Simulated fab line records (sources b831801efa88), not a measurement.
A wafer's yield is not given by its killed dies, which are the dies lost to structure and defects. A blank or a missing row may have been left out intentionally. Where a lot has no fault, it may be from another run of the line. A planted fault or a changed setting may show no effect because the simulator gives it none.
Struck lot and sound lot, side by side    flow sky130    15 steps out of a route of 708
Sound: these wafers, L873.3, L873.4, L873.6. Struck: wafer L877.5 (left out: L877.2, L877.6 of the same lot, which were not struck); the cause appears at the end.
For every step that has rows: the tool of each side, followed by ch and its chambers, followed by its first start. Under that, the readings that differ: sound wafers    struck wafers    difference of the means    sigmas: that difference in standard deviations of wafers without a fault.
alike: readings with means less than 2 such deviations apart, plus words and numbers identical on both sides. not compared: withheld readings, readings lacking a value on some wafer, bounds such as >300 that could conceal the same value, and numbers that have no deviation in the record and whose values overlap.
Wherever a step has rows on one side only, a row that says differs or no value, or a row with sigmas, the two part there. When numbers do not overlap yet have no deviation, they are printed without sigmas and do not part them. A reading that every wafer of one side lacks parts them only if that side has two wafers or more.

SKY_METAL3_STRIP_19: strips in O2/N2.
  sound on plasmaAsher-01 ch 0,1, day 38 07:04; struck on plasmaAsher-04 ch 1, day 40 08:56
  alike: chamberPressureMTorr, drypumpMotorCurrentA, o2FlowSccm, oesProductAu, stripTimeToEndpointS
  not compared: rfHoursCounterH
then, 4 steps without rows for these wafers: SKY_METAL3_STRIP_20 (strips in post etch residue remover, time 1200 s); SKY_METAL3_CLEAN_21 (cleans in IPA, time 180 s); SKY_METAL3_CLEAN_22 (cleans in O3/DIW); SKY_VIA3_HDPCVD_00 (deposits SiO2, target thk 1635 nm, time 272.5 s).
SKY_VIA3_THK_MEAS_01:
  sound: filmMetro-02 at day 38 07:52; struck: filmMetro-02 at day 40 09:43
  alike: VIA3_HDPCVD_THK
SKY_VIA3_CMP_02: polishes SiO2.
  sound on cmp-02 ch 1,2,3, day 38 08:20; struck on cmp-02 ch 0, day 40 09:52
  alike: motorCurrentA
SKY_VIA3_BOW_MEAS_03:
  sound: filmMetro-01 at day 38 08:40; struck: filmMetro-02 at day 40 10:05
  alike: VIA3_BOW
then, 4 steps without rows for these wafers: SKY_VIA3_DEHYDRATE_04 (time 60 s); SKY_VIA3_HMDS_05 (prime time 60 s); SKY_VIA3_COAT_06 (resist thk 60 nm); SKY_VIA3_COAT_07 (resist thk 450 nm).
SKY_VIA3_SOFTBAKE_08: time 90 s.
  sound on lithoTrack-04 ch 0, day 38 20:00; struck on lithoTrack-03 ch 0, day 40 21:00
reading                sound                 struck  difference  sigmas
heaterPowerTotalW (W)  57.39 57.15 57.42     58.99   +1.67       +14
runLengthS (s)         119.16 119.14 119.15  112.53  -6.62       -41
then, 1 step without rows for these wafers: SKY_VIA3_EXPOSE_09 (exposes mask VIM3, target cd 200 nm).
-- the record jumps here: 6 days lie between the struck wafers' starts before and after (it left off in module VIA3 and takes up again in module PAD_OPEN, whose first step shown is number 708 of the route) --
SKY_PAD_OPEN_PROBE_99:
  sound: prober-01 at day 45 13:43; struck: prober-02 at day 47 08:14
  alike: defectLimitedYield, killed_at_M0_to_M3, killed_at_M4_up, killedAtContacts, killedAtFrontEnd, killedAtOther, killedDies, killedOpen, killedShort, sort_bin_3_pad_short, sort_bin_5_function, sort_bin_6_memory, sortNPass, sortYieldPct

WHERE THEY PART
Only at SKY_VIA3_SOFTBAKE_08, within this record. Later steps at which nothing parts them and some readings are alike: SKY_PAD_OPEN_PROBE_99.

WHY: what the simulator had put in
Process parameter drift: lithoTrack-03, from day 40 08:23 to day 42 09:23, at SKY_VIA3_SOFTBAKE_08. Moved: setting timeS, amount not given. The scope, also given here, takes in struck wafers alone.
